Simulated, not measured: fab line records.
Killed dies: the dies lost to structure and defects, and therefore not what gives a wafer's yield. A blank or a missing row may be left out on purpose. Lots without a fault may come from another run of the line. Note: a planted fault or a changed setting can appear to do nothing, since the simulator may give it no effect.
Chamber matching || flow gf180mcu || 4 sister chambers for GF_V1_CMP_26 on cmp-02
The step polishes, stops on SiO2, t overpolish 15 s, target thk 0 nm. 4 wafers are shown with their chamber, then 7 later ones without.

## EACH WAFER AND ITS CHAMBER
{"wafer": "L510.2", "chamber": 1, "motor current A (A)": 12.7}
{"wafer": "L512.4", "chamber": 2, "motor current A (A)": 12.9}
{"wafer": "L512.6", "chamber": 3, "motor current A (A)": 10.7}
{"wafer": "L520.5", "chamber": 0, "motor current A (A)": 10.5}

## WAFERS WITHOUT THEIR CHAMBER
{"wafer": "L520.6", "motor current A (A)": 12.3}
{"wafer": "L521.1", "motor current A (A)": 10.8}
{"wafer": "L521.3", "motor current A (A)": 10.8}
{"wafer": "L521.5", "motor current A (A)": 11.0}
{"wafer": "L522.1", "motor current A (A)": 10.5}
{"wafer": "L522.2", "motor current A (A)": 12.4}
{"wafer": "L522.5", "motor current A (A)": 10.9}

## THE CHAMBER EACH PASSED THROUGH
{"wafer": "L520.6", "from the rows above": "can't be placed: 1 or 2", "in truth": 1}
{"wafer": "L521.1", "from the rows above": "can't be placed: 3 or 0", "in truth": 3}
{"wafer": "L521.3", "from the rows above": "can't be placed: 3 or 0", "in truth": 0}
{"wafer": "L521.5", "from the rows above": "can't be placed: 3 or 0", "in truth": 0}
{"wafer": "L522.1", "from the rows above": "can't be placed: 0 or 3", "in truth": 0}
{"wafer": "L522.2", "from the rows above": "can't be placed: 1 or 2", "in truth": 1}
{"wafer": "L522.5", "from the rows above": "can't be placed: 3 or 0", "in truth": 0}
Correct placement for 0 of the 7. Not placeable from these rows: 7 (in 7, the candidates include the true chamber). Wrongly placed: 0.
How it was worked out, from the rows above alone: a wafer's distance from a chamber is the root of the sum, over the readings, of the square of ((its reading less the chamber's mean) divided by the reading's scatter). The wafer belongs to the nearest chamber; if the next one is less than 2 further off, it can't be placed. A chamber's mean is the mean of its shown wafers. The scatter: root of mean squared gap, hidden wafer to nearest shown wafer, with one shown wafer a chamber.
